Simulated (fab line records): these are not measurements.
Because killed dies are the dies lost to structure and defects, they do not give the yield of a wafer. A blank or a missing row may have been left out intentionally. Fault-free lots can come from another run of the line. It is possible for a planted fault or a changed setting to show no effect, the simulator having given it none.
A struck lot beside a sound one / flow sky130 / 22 steps out of a route of 708
Sound: the wafers L657.2, L657.4, L657.6. Struck: wafers L672.5, L672.6. (L672.1 of the same lot was not struck and is left out.) The cause comes at the end.
At each step with rows: each side's tool, then ch and its chambers, then its first start. Under that, the readings that differ: sound wafers / struck wafers / difference of the means / sigmas: that difference in standard deviations of wafers without a fault.
alike: readings with means less than 2 such deviations apart, plus words and numbers identical on both sides. not compared: withheld readings, readings lacking a value on some wafer, bounds such as >300 that could conceal the same value, and numbers that have no deviation in the record and whose values overlap.
The two part at a step that has a row with sigmas, a row that says differs or no value, or rows on one side only. When numbers do not overlap yet have no deviation, they are printed without sigmas and do not part them. A reading that every wafer of one side lacks parts them only if that side has two wafers or more.

first, 1 step without rows for these wafers: SKY_SONOS_ONO_DEVELOP_12 (develop time 60 s).
SKY_SONOS_ONO_CD_MEAS_13 targets a cd of 410 nm.
  sound on cdSem-02, day 13 08:40; struck on cdSem-02, day 18 05:29
  alike: cdNm
SKY_SONOS_ONO_OVL_MEAS_14:
  sound on overlay-02, day 13 08:46; struck on overlay-02, day 18 05:37
reading=SONOS_ONO_OVL (nm); sound=-1.2 -1.0 -2.9; struck=3.2 3.1; difference=+4.9; sigmas=+3
SKY_SONOS_ONO_ETCH_15: etches the open film in CHF3/O2, target depth 19.52 nm, time 7.8 s.
  sound on rieDiel-04 ch 1,2, day 13 08:48; struck on rieDiel-03 ch 0,1, day 18 05:39
  alike: drypumpMotorCurrentA, oesProductAu, throttleValvePct
  not compared: rfHoursCounterH
then, 1 step without rows for these wafers: SKY_SONOS_ONO_WET_ETCH_16 (etches SiO2 in dHF, target depth 14 nm, time 280 s).
SKY_SONOS_ONO_STRIP_17: strips in O2/N2.
  sound on plasmaAsher-02 ch 0,1, day 13 08:55; struck on plasmaAsher-02 ch 0,1, day 18 05:46
  alike: drypumpMotorCurrentA, n2FlowSccm, oesProductAu, stripTimeToEndpointS
  not compared: rfHoursCounterH
then, 3 steps without rows for these wafers: SKY_SONOS_ONO_WET_ETCH_18 (etches Si3N4 in H3PO4, target depth 15 nm, time 172 s); SKY_GATE_OXIDE_CLEAN_00 (cleans in SC1/SC2, time 150 s); SKY_GATE_OXIDE_OXIDATION_01 (stabilise 600 s, purge 300 s, target thk 10.268 nm).
SKY_GATE_OXIDE_THK_MEAS_02:
  sound on filmMetro-01, day 13 12:47; struck on filmMetro-01, day 18 07:23
  alike: GATE_OXIDE_OXIDATION_00_THK
then, 2 steps without rows for these wafers: SKY_GATE_OXIDE_DEHYDRATE_03 (time 60 s); SKY_GATE_OXIDE_HMDS_04 (prime time 60 s).
SKY_GATE_OXIDE_COAT_05: resist thk 1140 nm.
  sound on lithoTrack-02 ch 0, day 14 01:14; struck on lithoTrack-01 ch 0, day 18 22:17
reading=model.NOVOLAK_of_GATE_OXIDE_COAT_05.thkNm (nm); sound=1143 1137 1143; struck=439.9 441; difference=-700.5; sigmas=
  alike: exhaustPa
then, 3 steps without rows for these wafers: SKY_GATE_OXIDE_SOFTBAKE_06 (time 60 s); SKY_GATE_OXIDE_EXPOSE_07 (exposes mask LVOM, target cd 600 nm); SKY_GATE_OXIDE_PEB_08.
SKY_GATE_OXIDE_DEVELOP_09: develop time 60 s.
  sound on lithoTrack-04 ch 0, day 14 14:46; struck on lithoTrack-01 ch 0, day 19 13:23
reading=model.NOVOLAK_of_GATE_OXIDE_COAT_05.thkNm (nm); sound=1143 1137 1142; struck=439.5 440.5; difference=-700.7; sigmas=
  alike: exhaustPa
SKY_GATE_OXIDE_OVL_MEAS_10:
  sound on overlay-01, day 14 14:54; struck on overlay-02, day 19 13:32
  alike: GATE_OXIDE_OVL
then, 2 steps without rows for these wafers: SKY_GATE_OXIDE_IMPLANT_11; SKY_GATE_OXIDE_WET_ETCH_12 (etches SiO2 in dHF, target depth 16.8 nm, time 336 s).
SKY_GATE_OXIDE_STRIP_13: strips in O2/N2.
  sound on plasmaAsher-03 ch 1, day 14 15:11; struck on plasmaAsher-04 ch 0,1, day 19 13:50
reading=oesProductAu (a.u.); sound=0.719 0.717 0.711; struck=0.482 0.477; difference=-0.236; sigmas=-59
reading=stripTimeToEndpointS (s); sound=14.22 14.15 14.22; struck=5.92 5.92; difference=-8.28; sigmas=-99 or more
  alike: drypumpMotorCurrentA, n2FlowSccm
  not compared: rfHoursCounterH
SKY_GATE_OXIDE_TW_MEAS_14:
  sound on filmMetro-01, day 14 15:17; struck on filmMetro-03, day 19 13:56
reading=GATE_OXIDE_TW; sound=227.0 228.5 226.9; struck=223.2 224.1; difference=-3.8; sigmas=-2

WHERE THEY PART
At SKY_SONOS_ONO_OVL_MEAS_14 first; at SKY_GATE_OXIDE_TW_MEAS_14 last (within this record only).

WHY: what the simulator had put in
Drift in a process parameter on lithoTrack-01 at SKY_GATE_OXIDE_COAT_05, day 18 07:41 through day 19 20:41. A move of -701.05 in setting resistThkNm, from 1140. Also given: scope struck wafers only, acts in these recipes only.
